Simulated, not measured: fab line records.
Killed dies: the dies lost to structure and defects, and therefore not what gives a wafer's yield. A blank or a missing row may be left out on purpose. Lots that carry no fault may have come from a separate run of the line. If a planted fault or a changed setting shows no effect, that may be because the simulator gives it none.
Matching of chambers    flow sky130    SKY_LI_CONTACT_CMP_02 on cmp-02 has 4 sister chambers
The step polishes PSG. 27 wafers are shown with their chamber, then 12 later ones without.

## WAFERS WITH THEIR CHAMBER
wafer   chamber  motor-current-A (A)  time-to-endpoint-s (s)
L076.1  3        12.0                 36.6
L076.2  0        10.2                 36.4
L076.4  1        12.7                 33.8
L077.4  1        12.7                 33.3
L077.5  3        12.2                 32.8
L077.6  0        9.8                  37.4
L079.2  3        12.1                 35.7
L079.4  2        11.7                 35.4
L079.6  2        11.5                 34.3
L080.1  3        12.4                 36.1
L080.3  0        10.1                 37.9
L080.4  1        12.3                 34.3
L082.2  3        11.8                 34.9
L082.3  1        12.6                 30.6
L082.6  0        10.6                 37.1
L083.1  1        12.9                 27.4
L083.4  0        10.1                 31.5
L083.5  3        12.1                 30.2
L087.2  2        11.0                 36.4
L087.4  1        13.0                 28.4
L087.5  2        11.8                 36.0
L088.1  0        9.7                  35.2
L088.3  1        12.5                 33.1
L088.4  2        12.2                 32.7
L089.2  1        12.4                 30.4
L089.3  0        10.0                 35.8
L089.4  2        10.8                 34.2

SIGNATURES (averages over the wafers above)
reading             chamber 0  chamber 1  chamber 2  chamber 3  scatter within a chamber
motor-current-A     10.071     12.637     11.500     12.100     0.328
time-to-endpoint-s  35.900     31.412     34.833     34.383     2.23
Rule: a wafer's distance from a chamber is the root of the sum, over the readings, of the square of ((its reading less the chamber's mean) divided by the reading's scatter). The wafer belongs to the nearest chamber; if the next one is less than 2 further off, it can't be placed. The scatter: take each reading less its chamber's mean, square it, sum over the shown wafers, divide by the number of wafers less the number of chambers, and take the root.

## WAFERS WITH NO CHAMBER GIVEN
wafer   motor-current-A (A)  time-to-endpoint-s (s)
L090.3  11.8                 35.5
L090.5  11.9                 34.7
L090.6  9.3                  35.0
L091.2  10.0                 33.0
L091.4  12.6                 26.6
L091.5  11.4                 34.8
L092.1  9.8                  29.8
L092.2  12.4                 29.8
L092.4  12.3                 35.2
L097.3  11.6                 28.4
L097.4  11.4                 30.7
L097.5  11.3                 31.7

## WHICH CHAMBER EACH ONE RAN IN
wafer   from the rows above           in truth
L090.3  can't be placed: 2 or 3       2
L090.5  can't be placed: 3 or 2       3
L090.6  0                             0
L091.2  0                             0
L091.4  can't be placed: 1 or 3       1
L091.5  can't be placed: 2 or 3       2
L092.1  0                             0
L092.2  can't be placed: 1 or 3       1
L092.4  can't be placed: 3 or 1 or 2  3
L097.3  can't be placed: 2 or 3 or 1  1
L097.4  can't be placed: 2 or 3 or 1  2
L097.5  can't be placed: 2 or 3       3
3 of 12 placed correctly. Cannot be placed on the basis of these rows: 9; the candidates contain the true chamber in 9. Number placed wrongly: 0.
